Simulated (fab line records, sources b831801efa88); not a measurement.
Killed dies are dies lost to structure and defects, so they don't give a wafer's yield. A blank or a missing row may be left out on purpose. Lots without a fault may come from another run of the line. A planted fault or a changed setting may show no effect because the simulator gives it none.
A struck lot beside a sound one | flow sky130 | 14 steps out of a route of 708
Sound: wafers L904.1, L904.2, L904.5. Struck: wafers L922.1, L922.3, L922.5. The cause comes at the end.
At each step with rows: each side's tool, then ch and its chambers, then its first start. Under that, the readings that differ: sound wafers | struck wafers | difference of the means | sigmas: that difference in standard deviations of wafers without a fault.
alike: readings whose means differ by less than 2 such deviations, and words and numbers that are the same on both sides. not compared: withheld readings, readings that some wafer has no value for, bounds like >300 that may hide the same value, and numbers for which the record gives no deviation and whose values overlap.
The two part at a step that has a row with sigmas, a row that says differs or no value, or rows on one side only. Numbers that don't overlap but have no deviation are shown without sigmas and don't part them. A reading that every wafer of one side lacks parts them only if that side has two wafers or more.

first, 4 steps without rows for these wafers: SKY_LDD_HVP_SOFTBAKE_03 (time 60 s); SKY_LDD_HVP_EXPOSE_04 (exposes mask HVPTM, target cd 700 nm); SKY_LDD_HVP_PEB_05; SKY_LDD_HVP_DEVELOP_06 (develop time 60 s).
SKY_LDD_HVP_OVL_MEAS_07:
  sound on overlay-02, day 22 12:55; struck on overlay-01, day 28 15:31
  alike: LDD_HVP_OVL
then, 1 step without rows for these wafers: SKY_LDD_HVP_IMPLANT_08.
SKY_LDD_HVP_STRIP_09: strips in O2/N2.
  sound on plasma_asher-02 ch 0,1, day 22 13:05; struck on plasma_asher-03 ch 0, day 28 15:41
  alike: drypump_motor_current_A, oes_product_au, strip_time_to_endpoint_s
  not compared: rf_hours_counter_h
SKY_LDD_HVP_TW_MEAS_10:
  sound on film_metro-01, day 22 13:11; struck on film_metro-04, day 28 15:47
  alike: LDD_HVP_TW
then, 4 steps without rows for these wafers: SKY_LDD_LDN_DEHYDRATE_00 (time 60 s); SKY_LDD_LDN_HMDS_01 (prime time 60 s); SKY_LDD_LDN_COAT_02 (resist thk 1140 nm); SKY_LDD_LDN_SOFTBAKE_03 (time 60 s).
SKY_LDD_LDN_EXPOSE_04: exposes mask LDNTM, target cd 700 nm.
  sound on iline_stepper-02 ch 0, day 23 04:44; struck on iline_stepper-01, day 29 05:26
  no value came back on the struck wafers for exposure_dose_mJ_cm2, focus_offset_nm (nm); on the sound wafers exposure_dose_mJ_cm2 reads 139.97 140.15 140.15
  alike: mask
then, 1 step without rows for these wafers: SKY_LDD_LDN_PEB_05.

WHERE THEY PART
Only at SKY_LDD_LDN_EXPOSE_04, within this record.

WHY: what the simulator had put in
Skipped step whole: iline_stepper-01, from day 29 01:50 on, at SKY_LDD_LDN_EXPOSE_04. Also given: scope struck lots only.
